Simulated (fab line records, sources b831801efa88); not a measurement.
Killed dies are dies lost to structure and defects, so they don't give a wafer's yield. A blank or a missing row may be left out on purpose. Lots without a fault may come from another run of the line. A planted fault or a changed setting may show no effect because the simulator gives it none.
Problem report in the 8D (eight disciplines) form, filled by code | flow gf180mcu | the parts of the form that need people (team, actions taken, sign-off) are left out

1. THE PROBLEM
strip_time_to_endpoint_s at GF_HV_LDD_STRIP_49 reads a mean of 12.98 s on 6 wafers of 2 lots; wafers without a fault read 12.63 s with a standard deviation of 0.04. That is +8.8 standard deviations from the usual mean.
The step: strips in O2/N2.
First seen on wafer L467.1, day 16 23:34, on plasma_asher-04. The record holds 39 wafers of 13 lots with a number at this step. Rule for "out", or "out of limits": more than 4 standard deviations from the usual mean. The other wafers with a number count as sound.

2. WHAT IT IS AND WHAT IT IS NOT
question                    | is                               | is not
which readings at this step | strip_time_to_endpoint_s         | drypump_motor_current_A, heater_power_w, oes_product_au
which lots                  | L467, L469                       | L454, L456, L458, L459, L460, L461, L463, L464, L473, L474, L477
which wafers of those lots  | all that have a number           | -
read on which tools         | plasma_asher-02, plasma_asher-04 | plasma_asher-01
when                        | from day 16 23:34                | up to then (24 sound wafers); but 9 sound wafers of L473, L474, L477 came after

3. SUSPECTS, AND WHAT RULES EACH OUT
Counting: a tool at a process step up to the reading stays a suspect if it ran every lot that is out and no sound lot after the first of them.
- litho_track-02 at GF_HV_LDD_COAT_41 (resist thk 1000 nm): kept. It ran every lot that is out, first L467 (day 16 12:06), and no sound lot after that; its last sound lot up to then is L461 (day 14 06:36).
Left after counting: litho_track-02 at GF_HV_LDD_COAT_41.

4. THE CAUSE (what the simulator had put in)
Process parameter drift: litho_track-02, from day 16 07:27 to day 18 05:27, at GF_HV_LDD_COAT_41. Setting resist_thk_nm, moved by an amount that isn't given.
Counting left only this tool.

5. THE CHAIN OF EFFECTS, in route order
Each row: a reading whose mean over the struck wafers that have a number lies more than 3 standard deviations from the usual. Only readings for which the record gives a usual standard deviation are gone through. hours: the time from each lot's start at the first step in this table that gives one to its start at this step, as a median over the lots. sigmas: the change in usual standard deviations.
hours | step               | reading                  | usual   | on struck wafers | change | sigmas
0     | GF_HV_LDD_STRIP_49 | strip_time_to_endpoint_s | 12.63 s | 12.98            | +0.35  | +8.8
The process steps in it:
- GF_HV_LDD_STRIP_49: strips in O2/N2.

6. WHAT WOULD HAVE CAUGHT IT SOONER
In this record the first reading out of limits was taken at day 16 23:34, 16 hours after the fault began at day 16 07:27.
All the lots that are out (2) had begun GF_HV_LDD_COAT_41 on litho_track-02 by day 16 23:34. A hold on the tool at that time would have spared none of them.
